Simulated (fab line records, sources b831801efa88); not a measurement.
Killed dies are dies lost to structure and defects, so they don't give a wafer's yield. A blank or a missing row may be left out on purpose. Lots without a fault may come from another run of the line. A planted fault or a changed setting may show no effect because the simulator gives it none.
Chamber matching | flow sky130 | SKY_VIA1_CMP_24 on cmp-01: 4 sister chambers
The step polishes, stops on SiO2, t overpolish 15 s, target thk 0 nm. 4 wafers are shown with their chamber, then 12 later ones without.

WAFERS WITH THEIR CHAMBER
wafer  | chamber | motor_current_A (A)
L084.2 | 1       | 11.1
L085.2 | 2       | 12.6
L087.2 | 0       | 10.7
L087.6 | 3       | 13.2

WAFERS WITHOUT THEIR CHAMBER
wafer  | motor_current_A (A)
L089.2 | 10.5
L089.3 | 12.3
L089.4 | 13.6
L091.1 | 10.9
L091.4 | 13.7
L091.5 | 11.7
L093.1 | 12.3
L093.2 | 11.0
L093.6 | 11.3
L094.4 | 11.6
L094.5 | 11.1
L094.6 | 13.2

WHICH CHAMBER EACH WENT THROUGH
wafer  | from the rows above          | in truth
L089.2 | can't be placed: 0 or 1      | 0
L089.3 | can't be placed: 2 or 3      | 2
L089.4 | can't be placed: 3 or 2      | 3
L091.1 | can't be placed: 1 or 0      | 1
L091.4 | can't be placed: 3 or 2      | 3
L091.5 | can't be placed: 1 or 2 or 0 | 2
L093.1 | can't be placed: 2 or 3      | 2
L093.2 | can't be placed: 1 or 0      | 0
L093.6 | can't be placed: 1 or 0      | 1
L094.4 | can't be placed: 1 or 0 or 2 | 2
L094.5 | can't be placed: 1 or 0      | 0
L094.6 | can't be placed: 3 or 2      | 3
Placed correctly: 0 of 12. Can't be placed from these rows: 12 (the true chamber is among the candidates in 12). Placed wrongly: 0.
How it was worked out, from the rows above alone: a wafer's distance from a chamber is the root of the sum, over the readings, of the square of ((its reading less the chamber's mean) divided by the reading's scatter). The wafer belongs to the nearest chamber; if the next one is less than 2 further off, it can't be placed. A chamber's mean is the mean of its shown wafers. The scatter: with one shown wafer a chamber, the root of the mean of the squares of how far each hidden wafer lies from its nearest shown one.
